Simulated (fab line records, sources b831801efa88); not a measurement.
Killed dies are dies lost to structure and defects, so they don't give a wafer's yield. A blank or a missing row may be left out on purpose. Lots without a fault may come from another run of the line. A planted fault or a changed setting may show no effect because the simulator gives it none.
One fault seen from 2 desks | flow sky130 | each desk has only its own numbers; what lay behind them comes last

THE TOOL OWNER'S DESK: pvd_sputter-03
The tool's own readings at SKY_METAL5_SPUTTER_00 (material Ti, target thk 15 nm, time 10 s): means of the sampled wafers that have a number, for each lot that ran on this tool. A lot is out of limits, marked OUT, if its mean lies more than 4 standard deviations from the usual mean; the brackets give that distance.
Columns: A = throttle_valve_pct at SKY_METAL5_SPUTTER_00, usual 29.9 %
lot  | first seen here | A
L387 | day 43 22:39    | 30.3
L391 | day 45 02:56    | 29.4
L393 | day 48 23:38    | 29.2
L392 | day 49 00:56    | 29.8
This desk's finding: nothing out of limits on any of the 4 lots.

THE METROLOGY DESK
What the gauges read, lot by lot, whatever tool the lot ran on: means of the sampled wafers that have a number. A lot is out of limits, marked OUT, if its mean lies more than 4 standard deviations from the usual mean; the brackets give that distance.
Columns: A = VIA4_OVL at SKY_VIA4_OVL_MEAS_11, usual -0.2 nm; B = PASSIVATION_CVD_00_THK at SKY_PASSIVATION_THK_MEAS_01, usual 89.2 nm
lot  | first seen here | A    | B
L383 | day 43 20:51    | -0.5 | 89.4
L387 | day 43 21:08    | -1.0 | 88.8
L388 | day 43 21:35    | 1.0  | 90.1
L389 | day 44 20:47    | -1.9 | 87.7
L390 | day 44 22:05    | 0.9  | 89.8
L391 | day 45 01:30    | -2.6 | 90.2
L393 | day 48 22:14    | -0.2 | 87.3
L396 | day 48 22:32    | -1.0 | 90.3
L392 | day 48 23:32    | 0.9  | 90.1
L402 | day 49 00:50    | 2.1  | 88.4
L403 | day 49 08:41    | -1.2 | 88.9
L399 | day 49 10:45    | 1.3  | 90.4
This desk's finding: nothing out of limits on any of the 12 lots.

PUT TOGETHER
The tool owner's desk saw nothing out of limits.
The metrology desk saw nothing out of limits.

WHAT THE SIMULATOR HAD PUT IN
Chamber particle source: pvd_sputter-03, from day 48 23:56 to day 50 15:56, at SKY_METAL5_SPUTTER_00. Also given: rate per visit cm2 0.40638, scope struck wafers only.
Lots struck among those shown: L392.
